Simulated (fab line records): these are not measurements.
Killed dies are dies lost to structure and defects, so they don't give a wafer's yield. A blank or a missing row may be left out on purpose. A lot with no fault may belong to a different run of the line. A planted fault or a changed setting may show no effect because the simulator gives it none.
Matching of chambers	flow gf180mcu	pecvd-01 running GF_PASSIVATION_CVD_00: 3 sister chambers
The step deposits SiO2 from TEOS, target thk 1000 nm, time 111.95 s. 14 wafers are shown with their chamber, then 7 later ones without.

WAFERS WITH THEIR CHAMBER
wafer	chamber	heater_power_w (W)
L425.1	2	940
L425.4	2	740
L425.6	1	830
L429.1	2	910
L429.2	1	669
L429.4	0	594
L431.1	1	826
L431.3	2	922
L431.4	2	751
L432.2	0	556
L432.3	2	881
L432.5	2	928
L433.3	2	778
L433.4	1	667

SIGNATURES, as means of the wafers listed above
reading	chamber 0	chamber 1	chamber 2	scatter within a chamber
heater_power_w	575.00	748.00	856.25	83.7
Rule: a wafer lies at a distance from a chamber equal to the root of the sum of squares, over the readings, of (its reading less the chamber's mean, divided by the reading's scatter). The wafer belongs to the nearest chamber; if the next one is less than 2 further off, it can't be placed. The scatter is the square root of a quotient: the sum, over the shown wafers, of each reading's squared deviation from its chamber's mean, divided by wafers minus chambers.

WAFERS MISSING THEIR CHAMBER
wafer	heater_power_w (W)
L433.6	862
L437.1	945
L437.3	700
L437.6	754
L438.1	882
L438.2	750
L438.3	492

EACH ONE'S CHAMBER
wafer	from the rows above	in truth
L433.6	can't be placed: 2 or 1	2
L437.1	can't be placed: 2 or 1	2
L437.3	can't be placed: 1 or 0 or 2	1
L437.6	can't be placed: 1 or 2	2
L438.1	can't be placed: 2 or 1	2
L438.2	can't be placed: 1 or 2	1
L438.3	0	0
1 of 7 placed correctly. These rows do not allow placing 6 (true chamber among the candidates in 6). Wrongly placed: 0.
